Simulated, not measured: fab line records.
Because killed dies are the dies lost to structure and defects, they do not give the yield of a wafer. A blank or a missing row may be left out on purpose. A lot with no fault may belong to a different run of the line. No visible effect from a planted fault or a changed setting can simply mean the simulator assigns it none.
Comparing a struck lot with a sound one || flow sky130 || 15 out of 708 route steps
Sound: the wafers L228.2, L228.3, L228.6. Struck: wafer L239.4 (L239.1, L239.5, from the same lot, were not struck and are left out); the cause is given at the end.
At each step with rows: each side's tool, then ch and its chambers, then its first start. Under that, the readings that differ: sound wafers || struck wafers || difference of the means || sigmas: that difference in standard deviations of wafers without a fault.
alike: same words and numbers on both sides, and readings whose means sit less than 2 such deviations apart. not compared: any withheld reading, any reading some wafer has no value for, any bound like >300 that may hide the same value, and any number with overlapping values for which the record gives no deviation.
A row with sigmas, a row that says differs or no value, or rows on one side alone: a step with any of these is where the two part. Non-overlapping numbers with no deviation appear without sigmas and do not part them. A reading missing from all wafers of one side parts the sides only when that side holds two or more wafers.

first, 2 steps without rows for these wafers: SKY_VIA4_PEB_09; SKY_VIA4_DEVELOP_10 (develop time 60 s).
SKY_VIA4_OVL_MEAS_11:
  sound on overlay-01, day 43 23:03; struck on overlay-01, day 46 14:50
  alike: VIA4_OVL
SKY_VIA4_ETCH_12: etches SiO2 in C4F8/O2/Ar, stops on TiN, target depth 580 nm.
  sound on rieDiel-03 ch 1,2, day 43 23:05; struck on rieDiel-03 ch 2, day 46 14:52
  alike: oesProductAu
SKY_VIA4_STRIP_13: strips in O2/N2.
  sound on plasmaAsher-01 ch 1, day 43 23:10; struck on plasmaAsher-03 ch 0, day 46 14:56
{"reading": "drypumpMotorCurrentA (A)", "sound": "5.5 5.5 5.5", "struck": 6.5, "difference": "+1.0", "sigmas": "+3"}
  alike: oesProductAu, stripTimeToEndpointS
  not compared: rfHoursCounterH
then, 3 steps without rows for these wafers: SKY_VIA4_STRIP_14 (strips in post etch residue remover, time 1200 s); SKY_VIA4_CLEAN_15 (cleans in IPA, time 180 s); SKY_VIA4_CLEAN_16 (cleans in O3/DIW).
SKY_VIA4_SPUTTER_17: material TiN, target thk 20 nm, time 80 s.
  sound on pvdSputter-04, day 43 23:46; struck on pvdSputter-01, day 46 15:40
  alike: throttleValvePct
SKY_VIA4_CVD_18: deposits W, target thk 505 nm, time 152.14 s.
  sound on cvdW-01 ch 0,1, day 43 23:49; struck on cvdW-02 ch 0, day 46 15:44
{"reading": "heaterPowerOuterW (W)", "sound": "542 581 561", "struck": 413, "difference": -148, "sigmas": -3}
{"reading": "heaterPowerW (W)", "sound": "886 932 890", "struck": 761, "difference": -142, "sigmas": -2}
SKY_VIA4_RS_MEAS_19: measurement is done with a four-point probe.
  sound on filmMetro-02, day 43 23:59; struck on filmMetro-01, day 46 15:53
  alike: VIA4_W_RS
SKY_VIA4_THK_MEAS_20: measures by xrf.
  sound on filmMetro-02, day 44 00:06; struck on filmMetro-01, day 46 16:00
  alike: VIA4_W_THK
SKY_VIA4_CMP_21: polishes, stops on SiO2, t overpolish 25 s, target thk 0 nm.
  sound on cmp-02 ch 0,1,2, day 44 00:12; struck on cmp-02 ch 0, day 46 16:04
{"reading": "overpolishRunS (s)", "sound": "25.004 25.002 24.981", "struck": 0.047, "difference": -24.949, "sigmas": "-99 or more"}
{"reading": "timeToEndpointS (s)", "sound": "126 123 127", "struck": 190, "difference": "+65", "sigmas": "+16"}
  alike: edgeZonePressureFrac, motorCurrentA
SKY_METAL5_SPUTTER_00: material Ti, target thk 15 nm, time 10 s.
  rows exist in the record for the sound wafers here (pvdSputter-03, day 44 00:27), none for the struck ones
-- the record jumps here: 3 days lie between the struck wafers' starts before and after (it left off in module METAL5 and takes up again in module PAD_OPEN, whose first step shown is number 708 of the route) --
SKY_PAD_OPEN_PROBE_99:
  sound on prober-02, day 46 19:37; struck on prober-01, day 49 06:55
{"reading": "defectLimitedYield (%)", "sound": "78.9 80.9 82.1", "struck": 0, "difference": -81, "sigmas": -42}
{"reading": "killed_at_M0_to_M3", "sound": "66 49 41", "struck": 37, "difference": -15, "sigmas": -2}
{"reading": "killed_at_M4_up", "sound": "2 3 3", "struck": 410, "difference": "+407", "sigmas": "+99 or more"}
{"reading": "killedAtOther", "sound": "0 0 0", "struck": 1, "difference": "+1", "sigmas": "+2"}
{"reading": "killedDies", "sound": "104 94 88", "struck": 492, "difference": "+397", "sigmas": "+43"}
{"reading": "killedOnRim", "sound": "21 21 18", "struck": 96, "difference": "+76", "sigmas": "+22"}
{"reading": "sort_bin_3_pad_short (%)", "sound": "1.4 0.6 1.2", "struck": 84.1, "difference": "+83.0", "sigmas": "+99 or more"}
{"reading": "sortNPass", "sound": "388 398 404", "struck": 0, "difference": -397, "sigmas": -43}
{"reading": "sortYieldPct (%)", "sound": "78.9 80.9 82.1", "struck": 0, "difference": -81, "sigmas": -42}
  alike: killedAtContacts, killedAtFrontEnd, killedOpen, killedShort, sort_bin_5_function, sort_bin_6_memory

## WHERE THEY PART
First at SKY_VIA4_STRIP_13; last, within this record, at SKY_PAD_OPEN_PROBE_99.

WHY: the cause the simulator had injected
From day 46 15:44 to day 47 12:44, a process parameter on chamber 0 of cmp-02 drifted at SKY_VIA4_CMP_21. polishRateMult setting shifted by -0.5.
